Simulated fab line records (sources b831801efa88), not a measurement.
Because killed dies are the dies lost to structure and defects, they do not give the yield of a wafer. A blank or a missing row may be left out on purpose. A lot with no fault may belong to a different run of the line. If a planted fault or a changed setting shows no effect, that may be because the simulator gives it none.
fab line records | flow sky130
record: lots: 12 wafers: 36 lastDay: 50
route steps=708 shown METAL2@503 VIA2@522 PAD_OPEN@708
lots that met no fault: from a run of the same line without faults
startH: hours from the record's opening day to when the first of the lot's shown wafers began | waitH: hours from the lot's prior step to this one | " identical to the entry in the row above | L1.1+2: a row that stands for several wafers | - no value present, or no start provided | * or withheld: withheld | < > ~ a bound
route shown NAME@n: names a module that has steps shown in the file, with the first one's number in the route | usual: mean/standard deviation taken from wafers without a fault | same: alike in all rows | chamber/n: place in a boat | sites: per-site readings | _std_site: standard deviation of those values | _edge_site: inner sites' mean taken away from outer sites' mean | radiusMm: how far each site lies from the wafer's centre | mask NAME#n: copy n | behind: the last tool/chamber to shape the wafer | hold: what put the lot on hold/how long, in hours/how the hold closed | device: which transistor (n, p or np) failed to switch | end of line: tests of these same wafers at the route's end | step lacking rows: just its recipe | killed: not the wafer's yield, but the dies lost to structure and defects at the first sort | map: a wafer's dies, marking killed ones x, the rest . and places with no die _
set.NAME: setting as actually run; set.NAME@STEP: the setting as run at that earlier step | model.NAME: the simulator's own value behind a step, which no gauge read
a sample of lots followed through the steps of the route, with each step as a table and each wafer as a row
services: when a tool's chamber went out of use (startH, in hours from the record's first day, below 0 if earlier), for how many hours, and the reason
== steps ==
step: SKY_METAL2_STRIP_20
recipe: chemistry: O2/N2 powerW: 1400 pressureMtorr: 1500 platenTempC: withheld o2FlowSccm: 3000 n2FlowSccm: 300 overashFraction: 0.5
usual: drypumpMotorCurrentA: 5.8/0.69 oesProductAu: 0.344/0.005 stripTimeToEndpointS: 2.72/0.05
columns lot.wafer tool chamber startH waitH drypumpMotorCurrentA oesProductAu rfHoursCounterH stripTimeToEndpointS
L418.1 plasmaAsher-02 1 822.87 0.1 5.3 0.334 35 2.70
L418.4 " 1 " " 5.3 0.338 - 2.71
L418.6 " 0 " " 6.7 0.333 - 2.69
L419.3 plasmaAsher-02 0 824.00 0.1 6.8 0.346 - 2.72
L419.5 " 1 " " 5.3 0.329 - 2.67
L419.6 " 0 " " 6.8 0.342 - 2.79
L420.4 plasmaAsher-02 0 842.50 0.1 6.8 0.336 - 2.71
L420.5 " 0 " " 6.8 0.350 - 2.73
L420.6 " 1 " " 5.3 0.347 - 2.78
L421.1 plasmaAsher-02 0 845.56 0.1 6.7 0.345 37 2.75
L421.4 " 0 " " 6.7 0.342 - 2.76
L421.6 " 1 " " 5.3 0.336 - 2.71
L432.2 plasmaAsher-04 0 935.86 0.1 5.6 0.343 110 2.72
L432.5 " 0 " " 5.6 0.345 - 2.68
L432.6 " 1 " " 5.2 0.344 - 2.72
L434.1 plasmaAsher-02 1 939.47 0.1 5.3 0.349 47 2.80
L434.2 " 0 " " 6.8 0.345 47 2.79
L434.4 " 0 " " 6.7 0.339 - 2.76
L433.3 plasmaAsher-02 1 941.76 0.1 5.3 0.341 - 2.64
L433.4 " 0 " " 6.8 0.344 - 2.76
L433.6 " 0 " " 6.8 0.343 - 2.75
L436.2 plasmaAsher-02 1 947.51 0.1 5.3 0.336 48 2.67
L436.5 " 0 " " 6.7 0.338 - 2.64
L436.6 " 1 " " 5.3 0.344 - 2.76
L437.1 plasmaAsher-04 0 972.61 0.1 5.6 0.339 113 2.62
L437.4 " 1 " " 5.1 0.348 - 2.79
L437.5 " 0 " " 5.7 0.338 - 2.79
L439.1 plasmaAsher-04 1 975.62 0.1 5.1 0.350 113 2.78
L439.3 " 1 " " 5.1 0.347 - 2.63
L439.5 " 0 " " 5.6 0.347 - 2.77
L440.2 plasmaAsher-02 0 980.87 0.1 6.8 0.341 51 2.73
L440.4 " 1 " " 5.3 0.349 - 2.75
L440.6 " 1 " " 5.3 0.346 - 2.73
L441.2 plasmaAsher-02 0 983.06 0.1 6.8 0.343 52 2.56
L441.3 " 1 " " 5.3 0.339 - 2.79
L441.6 " 1 " " 5.3 0.341 - 2.78
step: SKY_VIA2_ETCH_15
recipe: target: SiO2 chemistry: C4F8/O2/Ar targetDepthNm: 546 stopOn: TiN maskMaterial: KrF-thick sourceW: 1500 biasW: 1200 pressureMtorr: 40 c4f8FlowSccm: withheld O2_flow_sccm: 6 Ar_flow_sccm: 300 timeS: 84
usual: oesProductAu: 0.929/0.0045 runLengthS: 112.4/0.54
columns lot.wafer tool chamber startH waitH oesProductAu rfHoursCounterH runLengthS
L418.1 rieDiel-02 0 850.52 0.0 0.931 22 112.3
L418.4 " 2 " " 0.932 - 112.7
L418.6 " 0 " " 0.926 - 111.8
L419.3 rieDiel-03 2 852.02 0.0 0.929 7 111.9
L419.5 " 3 " " 0.929 - 111.7
L419.6 " 2 " " 0.928 - 111.5
L420.4 rieDiel-02 3 869.87 0.0 0.925 0 113.0
L420.5 " 3 " " 0.928 - 113.2
L420.6 " 2 " " 0.926 - 113.3
L421.1 rieDiel-03 1 872.67 0.0 0.931 23 112.3
L421.4 " 3 " " 0.929 16 112.2
L421.6 " 0 " " 0.929 - 112.8
L432.2 rieDiel-01 2 961.47 0.0 0.901 10 116.5
L432.5 " 3 " " 0.905 - 116.9
L432.6 " 0 " " 0.900 - 117.3
L434.1 rieDiel-03 2 965.42 0.0 0.932 11 111.8
L434.2 " 1 " " 0.930 26 112.2
L434.4 " 0 " " 0.929 10 112.9
L433.3 rieDiel-01 1 967.32 0.0 0.900 3 116.2
L433.4 " 3 " " 0.908 20 117.3
L433.6 " 0 " " 0.900 - 118.0
L436.2 rieDiel-02 1 972.32 0.0 0.932 5 112.5
L436.5 " 1 " " 0.927 - 112.6
L436.6 " 0 " " 0.937 - 112.1
L437.1 rieDiel-02 2 997.67 0.0 0.927 14 112.7
L437.4 " 2 " " 0.922 - 112.9
L437.5 " 0 " " 0.923 - 112.0
L439.1 rieDiel-02 1 1000.42 0.0 0.937 6 112.5
L439.3 " 2 " " 0.931 14 113.4
L439.5 " 2 " " 0.929 - 112.7
L440.2 rieDiel-03 2 1006.02 0.0 0.925 12 111.7
L440.4 " 0 " " 0.942 11 112.6
L440.6 " 3 " " 0.930 - 112.0
L441.2 rieDiel-02 1 1007.57 0.0 0.929 7 112.6
L441.3 " 0 " " 0.927 27 112.2
L441.6 " 2 " " 0.923 - 113.0
step: SKY_VIA2_CVD_21
recipe: material: W targetThkNm: 420 timeS: 126.4 tempC: 400 pressureTorr: 40
usual: heaterPowerW: 840/31
columns lot.wafer tool chamber startH waitH heaterPowerW
L418.1 cvdW-01 0 851.25 0.0 809
L418.4 " 1 " " 885
L418.6 " 1 " " 880
L419.3 cvdW-02 0 852.82 0.1 878
L419.5 " 1 " " 838
L419.6 " 0 " " 881
L420.4 cvdW-02 1 871.12 0.1 825
L420.5 " 0 " " 850
L420.6 " 1 " " 860
L421.1 cvdW-02 0 873.38 0.0 860
L421.4 " 0 " " 874
L421.6 " 1 " " 834
L432.2 cvdW-02 0 962.62 0.0 882
L432.5 " 1 " " 833
L432.6 " 0 " " 866
L434.1 cvdW-02 0 966.19 0.0 884
L434.2 " 1 " " 829
L434.4 " 0 " " 866
L433.3 cvdW-02 0 968.14 0.1 862
L433.4 " 1 " " 841
L433.6 " 0 " " 866
L436.2 cvdW-01 1 973.47 0.0 803
L436.5 " 0 " " 781
L436.6 " 1 " " 797
L437.1 cvdW-02 1 998.42 0.0 836
L437.4 " 1 " " 852
L437.5 " 0 " " 870
L439.1 cvdW-01 1 1001.13 0.0 799
L439.3 " 0 " " 786
L439.5 " 0 " " 805
L440.2 cvdW-01 0 1006.74 0.0 779
L440.4 " 0 " " 786
L440.6 " 0 " " 788
L441.2 cvdW-02 1 1008.30 0.0 851
L441.3 " 1 " " 836
L441.6 " 1 " " 829
step: SKY_VIA2_THK_MEAS_23
recipe: thkMeasGauge: xrf reads: W_of_VIA2_CVD_21
usual: VIA2_W_THK: 439/12
columns lot.wafer tool chamber startH waitH VIA2_W_THK[nm]
L418.1 filmMetro-04 - 851.50 0.1 425
L418.4 " - " " 422
L418.6 " - " " 422
L419.3 filmMetro-01 - 853.05 0.1 437
L419.5 " - " " 451
L419.6 " - " " 438
L420.4 filmMetro-02 - 871.36 0.1 454
L420.5 " - " " 429
L420.6 " - " " 453
L421.1 filmMetro-02 - 873.63 0.1 430
L421.4 " - " " 429
L421.6 " - " " 445
L432.2 filmMetro-01 - 962.88 0.1 435
L432.5 " - " " 449
L432.6 " - " " 434
L434.1 filmMetro-02 - 966.44 0.1 441
L434.2 " - " " 461
L434.4 " - " " 439
L433.3 filmMetro-04 - 968.36 0.1 430
L433.4 " - " " 453
L433.6 " - " " 432
L436.2 filmMetro-02 - 973.73 0.1 427
L436.5 " - " " 428
L436.6 " - " " 424
L437.1 filmMetro-01 - 998.67 0.1 443
L437.4 " - " " 450
L437.5 " - " " 428
L439.1 filmMetro-02 - 1001.38 0.1 425
L439.3 " - " " 424
L439.5 " - " " 424
L440.2 filmMetro-04 - 1007.00 0.1 421
L440.4 " - " " 419
L440.6 " - " " 422
L441.2 filmMetro-01 - 1008.56 0.1 446
L441.3 " - " " 448
L441.6 " - " " 448
step: SKY_PAD_OPEN_PROBE_99
usual: defectLimitedYield: 82.6/1.9 killed_at_M0_to_M3: 43/7.2 killed_at_M4_up: 3.5/2 killedAtContacts: 24/5.2 killedAtFrontEnd: 15/4.4 killedAtOther: 0.2/0.48 killedDies: 85/9.4 killedOpen: 46/7.3 killedShort: 39/6.1 sort_bin_3_pad_short: 0.8/0.37 sort_bin_5_function: 10.2/1.4 sort_bin_6_memory: 6.3/1.1 sortNPass: 407/9.4 sortYieldPct: 82.6/1.9
same: grossDies: 492 killedAtBackSide: 0 sort_bin_4_leakage[%]: 0 sort_bin_8_speed[%]: 0
columns lot.wafer tool chamber startH waitH defectLimitedYield[%] killed_at_M0_to_M3 killed_at_M4_up killedAtContacts killedAtFrontEnd killedAtOther killedDies killedOpen killedShort sort_bin_3_pad_short[%] sort_bin_5_function[%] sort_bin_6_memory[%] sortNPass sortYieldPct[%]
L418.1 prober-02 - 1081.22 0.1 80.9 51 4 27 12 0 94 52 42 1.0 12.2 5.9 398 80.9
L418.4 prober-02 - 1081.37 0.2 82.9 35 2 32 15 0 84 50 33 0.8 8.5 7.7 408 82.9
L418.6 prober-02 - 1081.47 0.2 82.9 46 1 22 15 0 84 42 42 0 8.5 8.5 408 82.9
L419.3 prober-01 - 1081.44 0.2 82.3 45 5 24 13 0 87 48 39 1.2 9.1 7.3 405 82.3
L419.5 prober-01 - 1081.54 0.2 80.5 41 4 24 27 0 96 67 29 0.8 10.2 8.5 396 80.5
L419.6 prober-01 - 1081.59 0.2 86.8 35 1 21 8 0 65 35 30 0.8 7.3 5.1 427 86.8
L420.4 prober-01 - 1097.87 0.2 81.5 47 3 30 11 0 91 46 45 0.8 10.4 7.3 401 81.5
L420.5 prober-01 - 1097.92 0.2 79.9 45 3 34 17 0 99 61 38 1.2 10.4 8.5 393 79.9
L420.6 prober-01 - 1097.97 0.2 80.7 43 7 32 13 0 95 55 38 1.0 11.4 6.9 397 80.7
L421.1 prober-02 - 1099.22 0.1 88.2 23 4 13 18 0 58 26 32 0.6 7.5 3.7 434 88.2
L421.4 prober-02 - 1099.37 0.2 83.5 25 8 27 20 1 81 34 47 0.8 9.8 5.9 411 83.5
L421.6 prober-02 - 1099.47 0.2 85.8 41 4 18 7 0 70 37 33 0.6 8.3 5.3 422 85.8
L432.2 prober-01 - 1163.24 0.1 85.4 39 5 17 10 1 72 38 34 0.4 8.9 5.3 420 85.4
L432.5 prober-01 - 1163.39 0.2 81.9 45 2 26 16 0 89 47 42 0.8 10.6 6.7 403 81.9
L432.6 prober-01 - 1163.44 0.2 81.5 58 1 20 12 0 91 56 35 1.0 11.4 6.1 401 81.5
L434.1 prober-02 - 1165.06 0.1 82.1 38 4 30 13 3 88 40 44 0.4 9.8 7.7 404 82.1
L434.2 prober-02 - 1165.11 0.1 82.7 39 4 27 13 2 85 43 40 1.2 9.8 6.3 407 82.7
L434.4 prober-02 - 1165.21 0.2 83.5 45 4 21 11 0 81 42 39 0.4 10.0 6.1 411 83.5
L433.3 prober-01 - 1166.68 0.2 83.9 36 1 25 16 1 79 43 36 1.4 7.5 7.1 413 83.9
L433.4 prober-01 - 1166.73 0.2 81.1 31 3 28 31 0 93 52 41 0.6 11.8 6.5 399 81.1
L433.6 prober-01 - 1166.83 0.2 82.7 37 2 25 21 0 85 43 42 0.8 12.4 4.1 407 82.7
L436.2 prober-01 - 1172.40 0.1 82.5 40 7 30 9 0 86 45 40 1.0 12.2 4.3 406 82.5
L436.5 prober-01 - 1172.55 0.2 83.3 48 2 20 12 0 82 48 34 1.2 9.1 6.3 410 83.3
L436.6 prober-01 - 1172.60 0.2 88.0 32 2 16 9 0 59 28 31 0 8.1 3.9 433 88.0
L437.1 prober-02 - 1187.74 0.1 82.9 42 2 27 13 0 84 43 41 0.4 9.8 6.9 408 82.9
L437.4 prober-02 - 1187.89 0.2 83.5 41 2 23 15 0 81 46 35 1.0 9.8 5.7 411 83.5
L437.5 prober-02 - 1187.94 0.2 82.3 40 5 28 14 0 87 52 35 1.8 9.6 6.3 405 82.3
L439.1 prober-01 - 1189.84 0.1 81.9 45 4 21 19 0 89 48 41 0.6 11.8 5.7 403 81.9
L439.3 prober-01 - 1189.94 0.2 83.3 42 2 22 16 0 82 41 41 0.4 10.8 5.5 410 83.3
L439.5 prober-01 - 1190.04 0.2 81.3 41 2 35 14 0 92 50 42 0.8 10.6 7.3 400 81.3
L440.2 prober-01 - 1197.73 0.1 82.7 32 3 29 21 0 85 37 48 0.6 10.2 6.5 407 82.7
L440.4 prober-01 - 1197.83 0.2 80.3 44 2 32 19 0 97 53 44 0.8 11.0 7.9 395 80.3
L440.6 prober-01 - 1197.93 0.2 82.1 49 5 19 14 1 88 48 40 0.4 11.2 6.3 404 82.1
L441.2 prober-02 - 1199.09 0.1 80.3 48 6 21 22 0 97 45 52 1.2 12.4 6.1 395 80.3
L441.3 prober-02 - 1199.14 0.2 81.3 47 2 23 20 0 92 43 47 0.2 11.6 6.9 400 81.3
L441.6 prober-02 - 1199.29 0.2 80.9 50 5 20 19 0 94 45 49 1.2 11.2 6.7 398 80.9
killed by level:class
L418.1 VIA1:geometricParticle:open=13 VIA3:geometricParticle:open=10 METAL1:geometricParticle:short=9 LI_CONTACT:geometricParticle:open=8 CONTACT:geometricParticle:open=8 VIA1:geometricParticle:short=7 LOCAL_INTERCONNECT:geometricParticle:short=5 VIA2:geometricParticle:open=4
L418.4 CONTACT:geometricParticle:open=12 LI_CONTACT:geometricParticle:open=8 VIA1:geometricParticle:open=8 VIA3:geometricParticle:open=8 FIELD_ISO:geometricParticle:short=5 CONTACT:geometricParticle:short=4 VIA1:geometricParticle:short=4 METAL2:geometricParticle:short=4
L419.3 CONTACT:geometricParticle:open=12 LI_CONTACT:geometricParticle:open=9 VIA1:geometricParticle:open=8 FIELD_ISO:geometricParticle:short=7 METAL1:geometricParticle:short=6 VIA2:geometricParticle:open=6 FIELD_ISO:geometricParticle:open=4 METAL2:geometricParticle:short=4
L418.6 VIA1:geometricParticle:open=13 LI_CONTACT:geometricParticle:open=8 METAL2:geometricParticle:short=7 LOCAL_INTERCONNECT:geometricParticle:short=5 METAL1:geometricParticle:short=5 VIA3:geometricParticle:open=5 FIELD_ISO:geometricParticle:short=4 VIA2:geometricParticle:open=4
L419.5 VIA1:geometricParticle:open=16 CONTACT:geometricParticle:open=11 LI_CONTACT:geometricParticle:open=10 FIELD_ISO:geometricParticle:open=9 POLY_GATE:geometricParticle:open=7 POLY_GATE:geometricParticle:short=6 VIA3:geometricParticle:open=6 FIELD_ISO:geometricParticle:short=4
L419.6 CONTACT:geometricParticle:open=7 METAL1:geometricParticle:short=7 VIA1:geometricParticle:open=7 LI_CONTACT:geometricParticle:open=6 VIA1:geometricParticle:short=6 CONTACT:geometricParticle:short=4 METAL2:geometricParticle:short=4 VIA3:geometricParticle:open=4
L420.4 CONTACT:geometricParticle:open=10 LI_CONTACT:geometricParticle:open=7 VIA1:geometricParticle:open=7 METAL2:geometricParticle:short=7 VIA2:geometricParticle:open=7 VIA3:geometricParticle:open=6 LI_CONTACT:geometricParticle:short=5 METAL1:geometricParticle:short=5
L420.5 VIA1:geometricParticle:open=16 CONTACT:geometricParticle:open=13 CONTACT:geometricParticle:short=10 LI_CONTACT:geometricParticle:open=7 VIA2:geometricParticle:open=6 VIA1:geometricParticle:short=5 FIELD_ISO:geometricParticle:open=4 METAL1:geometricParticle:short=4
L420.6 VIA2:geometricParticle:open=10 LI_CONTACT:geometricParticle:open=8 CONTACT:geometricParticle:open=7 VIA1:geometricParticle:open=7 VIA3:geometricParticle:open=6 VIA1:geometricParticle:short=5 FIELD_ISO:geometricParticle:open=4 LI_CONTACT:geometricParticle:short=4
L421.1 VIA1:geometricParticle:open=6 LI_CONTACT:geometricParticle:open=5 METAL1:geometricParticle:open=4 FIELD_ISO:geometricParticle:short=3 FIELD_ISO:geometricParticle:open=3 POLY_GATE:geometricParticle:short=3 POLY_CUT:geometricParticle:short=3 CONTACT:geometricParticle:short=3
L421.4 CONTACT:geometricParticle:open=8 FIELD_ISO:geometricParticle:short=7 LOCAL_INTERCONNECT:geometricParticle:short=7 METAL4:geometricParticle:short=5 LI_CONTACT:geometricParticle:open=4 CONTACT:geometricParticle:short=4 VIA1:geometricParticle:short=4 METAL2:geometricParticle:short=4
L421.6 CONTACT:geometricParticle:open=10 VIA2:geometricParticle:open=8 VIA1:geometricParticle:open=7 VIA3:geometricParticle:open=7 METAL2:geometricParticle:short=6 METAL3:geometricParticle:short=4 LOCAL_INTERCONNECT:geometricParticle:short=3 CONTACT:geometricParticle:short=3
L432.2 VIA1:geometricParticle:open=9 CONTACT:geometricParticle:open=7 LOCAL_INTERCONNECT:geometricParticle:short=6 METAL1:geometricParticle:short=5 METAL2:geometricParticle:short=5 VIA2:geometricParticle:open=5 POLY_GATE:geometricParticle:open=4 VIA3:geometricParticle:open=4
L432.5 VIA1:geometricParticle:open=9 LI_CONTACT:geometricParticle:open=8 CONTACT:geometricParticle:open=7 VIA1:geometricParticle:short=7 VIA3:geometricParticle:open=7 POLY_GATE:geometricParticle:open=5 CONTACT:geometricParticle:short=5 FIELD_ISO:geometricParticle:short=4
L432.6 VIA1:geometricParticle:open=20 VIA3:geometricParticle:open=9 CONTACT:geometricParticle:open=7 CONTACT:geometricParticle:short=6 VIA2:geometricParticle:open=6 FIELD_ISO:geometricParticle:short=5 METAL1:geometricParticle:short=5 VIA1:geometricParticle:short=4
L434.1 CONTACT:geometricParticle:open=10 VIA1:geometricParticle:open=9 CONTACT:geometricParticle:short=7 VIA1:geometricParticle:short=6 VIA3:geometricParticle:open=5 METAL1:geometricParticle:short=5 METAL2:geometricParticle:short=5 FIELD_ISO:geometricParticle:short=4
L434.2 LI_CONTACT:geometricParticle:open=7 CONTACT:geometricParticle:open=7 CONTACT:geometricParticle:short=7 VIA1:geometricParticle:open=7 VIA3:geometricParticle:open=7 METAL1:geometricParticle:short=6 VIA1:geometricParticle:short=5 METAL2:geometricParticle:short=5
L434.4 VIA1:geometricParticle:open=10 CONTACT:geometricParticle:open=8 VIA2:geometricParticle:open=8 VIA1:geometricParticle:short=7 VIA3:geometricParticle:short=6 LI_CONTACT:geometricParticle:open=5 METAL1:geometricParticle:short=4 METAL2:geometricParticle:short=4
L433.3 CONTACT:geometricParticle:open=9 VIA1:geometricParticle:open=9 CONTACT:geometricParticle:short=6 POLY_GATE:geometricParticle:short=6 METAL2:geometricParticle:short=6 LOCAL_INTERCONNECT:geometricParticle:open=4 METAL1:geometricParticle:short=4 VIA3:geometricParticle:open=4
L433.4 POLY_GATE:geometricParticle:short=9 FIELD_ISO:geometricParticle:open=8 VIA1:geometricParticle:open=8 CONTACT:geometricParticle:open=8 LOCAL_INTERCONNECT:geometricParticle:short=7 POLY_GATE:geometricParticle:open=6 VIA2:geometricParticle:open=5 LI_CONTACT:geometricParticle:short=4
L433.6 VIA2:geometricParticle:open=8 LI_CONTACT:geometricParticle:open=7 VIA1:geometricParticle:short=7 FIELD_ISO:geometricParticle:open=6 CONTACT:geometricParticle:short=6 CONTACT:geometricParticle:open=6 FIELD_ISO:geometricParticle:short=4 POLY_GATE:geometricParticle:short=4
L436.2 CONTACT:geometricParticle:open=13 VIA1:geometricParticle:open=12 LI_CONTACT:geometricParticle:open=8 METAL2:geometricParticle:short=7 CONTACT:geometricParticle:short=6 METAL1:geometricParticle:short=5 FIELD_ISO:geometricParticle:short=3 VIA1:geometricParticle:short=3
L436.5 CONTACT:geometricParticle:open=11 VIA1:geometricParticle:open=8 VIA2:geometricParticle:open=7 VIA3:geometricParticle:short=6 FIELD_ISO:geometricParticle:open=5 VIA1:geometricParticle:short=5 VIA3:geometricParticle:open=5 METAL2:geometricParticle:short=4
L436.6 CONTACT:geometricParticle:open=7 VIA2:geometricParticle:open=6 VIA1:geometricParticle:open=5 CONTACT:geometricParticle:short=4 METAL2:geometricParticle:short=4 VIA3:geometricParticle:open=4 LI_CONTACT:geometricParticle:open=3 METAL1:geometricParticle:short=3
L437.1 VIA1:geometricParticle:open=12 CONTACT:geometricParticle:open=8 METAL2:geometricParticle:short=8 LI_CONTACT:geometricParticle:open=6 LOCAL_INTERCONNECT:geometricParticle:short=6 VIA3:geometricParticle:open=5 FIELD_ISO:geometricParticle:open=4 VIA2:geometricParticle:open=4
L437.4 LI_CONTACT:geometricParticle:open=11 VIA1:geometricParticle:open=9 FIELD_ISO:geometricParticle:short=7 VIA1:geometricParticle:short=6 CONTACT:geometricParticle:open=6 VIA3:geometricParticle:open=6 VIA3:geometricParticle:short=5 METAL1:geometricParticle:short=4
L437.5 VIA1:geometricParticle:open=15 LI_CONTACT:geometricParticle:open=8 CONTACT:geometricParticle:open=8 VIA3:geometricParticle:open=5 CONTACT:geometricParticle:short=5 METAL4:geometricParticle:short=5 LOCAL_INTERCONNECT:geometricParticle:short=4 METAL2:geometricParticle:short=4
L439.1 VIA1:geometricParticle:open=11 VIA3:geometricParticle:open=8 CONTACT:geometricParticle:open=7 FIELD_ISO:geometricParticle:short=5 LI_CONTACT:geometricParticle:open=5 CONTACT:geometricParticle:short=5 VIA1:geometricParticle:short=5 VIA2:geometricParticle:short=4
L439.3 VIA1:geometricParticle:open=9 VIA3:geometricParticle:open=8 CONTACT:geometricParticle:open=7 VIA2:geometricParticle:short=7 CONTACT:geometricParticle:short=5 LI_CONTACT:geometricParticle:open=4 POLY_GATE:geometricParticle:short=4 METAL1:geometricParticle:short=4
L439.5 CONTACT:geometricParticle:open=12 METAL2:geometricParticle:short=9 LI_CONTACT:geometricParticle:open=8 VIA1:geometricParticle:open=8 VIA2:geometricParticle:open=8 CONTACT:geometricParticle:short=7 FIELD_ISO:geometricParticle:short=4 POLY_GATE:geometricParticle:open=4
L440.2 CONTACT:geometricParticle:open=10 POLY_GATE:geometricParticle:short=8 LI_CONTACT:geometricParticle:open=8 VIA1:geometricParticle:short=7 VIA1:geometricParticle:open=7 FIELD_ISO:geometricParticle:short=4 LOCAL_INTERCONNECT:geometricParticle:short=4 CONTACT:geometricParticle:short=4
L440.4 VIA1:geometricParticle:open=14 CONTACT:geometricParticle:short=9 CONTACT:geometricParticle:open=9 VIA3:geometricParticle:open=8 LI_CONTACT:geometricParticle:open=7 VIA1:geometricParticle:short=7 FIELD_ISO:geometricParticle:short=6 FIELD_ISO:geometricParticle:open=4
L440.6 VIA1:geometricParticle:open=11 CONTACT:geometricParticle:open=10 VIA2:geometricParticle:open=8 VIA3:geometricParticle:open=7 METAL1:geometricParticle:short=6 METAL3:geometricParticle:short=6 VIA1:geometricParticle:short=5 FIELD_ISO:geometricParticle:open=4
L441.2 CONTACT:geometricParticle:open=11 METAL1:geometricParticle:short=11 VIA1:geometricParticle:open=9 VIA2:geometricParticle:short=8 POLY_GATE:geometricParticle:short=6 FIELD_ISO:geometricParticle:open=5 LI_CONTACT:geometricParticle:open=4 METAL4:geometricParticle:short=4
L441.3 VIA1:geometricParticle:open=8 VIA1:geometricParticle:short=7 CONTACT:geometricParticle:open=7 METAL1:geometricParticle:short=7 POLY_GATE:geometricParticle:short=6 METAL2:geometricParticle:short=6 CONTACT:geometricParticle:short=5 VIA2:geometricParticle:open=5
L441.6 VIA1:geometricParticle:open=10 POLY_GATE:geometricParticle:open=8 VIA3:geometricParticle:open=7 CONTACT:geometricParticle:open=6 POLY_GATE:geometricParticle:short=5 METAL1:geometricParticle:short=5 METAL2:geometricParticle:short=5 VIA2:geometricParticle:short=5
== services ==
columns tool chamber startH hours kind
plasmaAsher-02 - 802.34 1.6 repair
rieDiel-01 2 806.97 22.0 repair
rieDiel-01 1 840.52 - clean
rieDiel-01 1 840.52 23.4 scheduledDown
rieDiel-01 1 840.52 23.4 ventCycle
rieDiel-02 3 842.19 - clean
rieDiel-02 3 842.19 24.1 scheduledDown
rieDiel-02 3 842.19 24.1 ventCycle
plasmaAsher-04 - 890.24 4.4 repair
rieDiel-02 3 892.39 8.7 repair
cvdW-01 - 904.00 14.0 pm
cvdW-01 0 904.00 14.0 ventCycle
cvdW-01 1 904.00 14.0 ventCycle
rieDiel-01 2 913.43 1.4 repair
cvdW-01 0 918.00 - clean
cvdW-01 1 918.00 - clean
cvdW-02 - 918.00 6.0 pm
rieDiel-01 3 925.66 6.9 repair
rieDiel-01 - 955.98 0.9 repair
rieDiel-03 - 973.50 1.0 repair
rieDiel-02 3 997.23 15.7 repair
rieDiel-01 1 1004.22 2.5 repair
== key ==
firstSign: step: SKY_VIA2_ETCH_15 reading: runLengthS direction: up sigmas: 8.6 usual: * struck: *
effect: step: SKY_VIA2_ETCH_15 reading: oesProductAu direction: down sigmas: 6 usual: 0.929 struck: 0.902
metAt SKY_VIA2_ETCH_15
struckLots L432,L433
notActingAt SKY_METAL2_STRIP_20,SKY_VIA2_CVD_21,SKY_VIA2_THK_MEAS_23
fault: kind: processParameterDrift tool: rieDiel-01 chamber: - onsetH: 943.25 steps: SKY_VIA2_ETCH_15 channel: timeS offset: * shape: step endH: 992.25 actsIn: * stated: *
